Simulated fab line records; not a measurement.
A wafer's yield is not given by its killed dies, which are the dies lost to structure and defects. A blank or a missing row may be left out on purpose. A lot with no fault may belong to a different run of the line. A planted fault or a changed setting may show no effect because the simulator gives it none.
Which tool is to blame?	flow gf180mcu	12 lots, 36 wafers sampled, at 1 step of a route of 602

## WHAT EACH GAUGE READ, for each wafer
GF_STI_THK_MEAS_04.
lot	measured	on	STI_CVD_03_THK (nm)
L957	day 1 14:01	film metro-03	210.4 209.1 208.2
L958	day 1 18:34	film metro-03	204.0 205.0 204.5
L960	day 2 05:22	film metro-02	208.8 209.6 209.2
L961	day 2 10:04	film metro-03	208.2 207.8 208.2
L965	day 3 06:26	film metro-04	211.0 211.0 211.7
L967	day 3 17:08	film metro-04	205.2 206.4 205.7
L970	day 4 06:34	film metro-02	205.1 206.0 206.5
L971	day 4 13:00	film metro-04	208.0 206.0 207.7
L972	day 4 16:34	film metro-04	209.6 210.3 209.4
L974	day 5 02:38	film metro-04	207.9 209.7 207.4
L978	day 5 22:34	film metro-04	212.4 212.1 214.3
L980	day 6 09:36	film metro-04	207.3 208.9 208.3

## TOOL THAT RAN EACH LOT (tool first, then ch and the chambers of the sampled wafers, then the start)
No process step before these readings appears in the record.

## AS READ BY THE TOOLS THEMSELVES (means over the sampled wafers that have a number; for cases with no such wafer, the mark the record gives instead)
The record holds no such reading with a usual standard deviation.

## THE ANSWER, worked out from the rows above alone
Rule: the lots themselves supply what counts as usual. The widest of any qualifying gaps counts: lots, ordered by their means at a reading, are off when they make up no more than a third of the lots, leave a main group of 4 or more, and stand apart from it by 3 or more times the standard deviation of that group's means. If all means in a main group match to the digits the tables above print for the reading, that group is not used. Also off: a lot with no number at a reading for which 4 or more lots have one. Where the step has rows for the other lots, those lots are counted as sound. First the gauges in route order, then the tools' own readings, where a lot's mean is used as printed above. At the first step where some lot is off, the reading lying furthest off is the one used; lots without a number count as furthest.
None of the lots is off at any reading shown; this tells nothing.

## WHAT THE SIMULATOR PUT IN
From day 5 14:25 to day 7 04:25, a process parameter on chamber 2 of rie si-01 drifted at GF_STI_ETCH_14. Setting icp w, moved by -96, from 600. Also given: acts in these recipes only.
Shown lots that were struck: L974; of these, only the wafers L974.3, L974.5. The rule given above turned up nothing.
